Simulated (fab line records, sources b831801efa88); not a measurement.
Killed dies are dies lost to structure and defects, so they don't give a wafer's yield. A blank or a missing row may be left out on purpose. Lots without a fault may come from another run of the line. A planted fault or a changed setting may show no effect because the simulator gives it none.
Which tool did it? | flow gf180mcu | 6 lots, 18 wafers sampled, at 3 steps of a route of 602

WHAT THE GAUGES READ, wafer by wafer
GF_PSD_TW_MEAS_11.
lot  | measured     | on            | PSD_TW
L403 | day 15 07:13 | film_metro-02 | 3205 3200 3200
L405 | day 15 16:41 | film_metro-02 | 3201 3210 3201
L410 | day 17 00:08 | film_metro-02 | 3245 3221 3209
L412 | day 17 17:58 | film_metro-02 | 3622 3617 3613
L417 | day 19 08:23 | film_metro-01 | 3635 3621 3654
L425 | day 21 23:19 | film_metro-02 | 3218 3210 3211

WHICH TOOL RAN EACH LOT (tool, then ch and the chambers of the sampled wafers, then the start)
lot  | GF_PSD_IMPLANT_09               | GF_PSD_STRIP_10
L403 | implanter-02 ch 0, day 15 06:58 | plasma_asher-04 ch 0,1, day 15 07:06
L405 | implanter-02 ch 0, day 15 16:26 | plasma_asher-02 ch 0,1, day 15 16:35
L410 | implanter-01 ch 0, day 16 23:53 | plasma_asher-03 ch 0,1, day 17 00:02
L412 | implanter-01 ch 0, day 17 17:24 | plasma_asher-04 ch 0,1, day 17 17:52
L417 | implanter-02 ch 0, day 19 07:51 | plasma_asher-03 ch 0,1, day 19 08:18
L425 | implanter-02 ch 0, day 21 23:07 | plasma_asher-04 ch 0,1, day 21 23:14
- GF_PSD_IMPLANT_09
- GF_PSD_STRIP_10: strips in O2/N2.

THE ANSWER, worked out from the rows above alone
Rule: what is usual is taken from the lots themselves. Put in order of their means at a reading, lots are off if they are a third of the lots or fewer, leave a main group of 4 or more, and stand apart from it by a gap of 3 or more times the standard deviation of the main group's means; of several such gaps the widest counts. A main group whose means are all the same, to the digits that the tables above print for the reading, isn't used. A lot without any number at a reading at which 4 lots or more have one is off too. The other lots that the step has rows for count as sound.
Off: L412, L417, at GF_PSD_TW_MEAS_11 (PSD_TW). The main group: mean 3211, standard deviation 9.2.
A tool fits if, at a process step before that reading, it ran every lot that is off, and no sound lot after the first of them. The gauges at GF_PSD_TW_MEAS_11 are tried like those tools. None of those tried fits.

WHAT THE SIMULATOR HAD PUT IN
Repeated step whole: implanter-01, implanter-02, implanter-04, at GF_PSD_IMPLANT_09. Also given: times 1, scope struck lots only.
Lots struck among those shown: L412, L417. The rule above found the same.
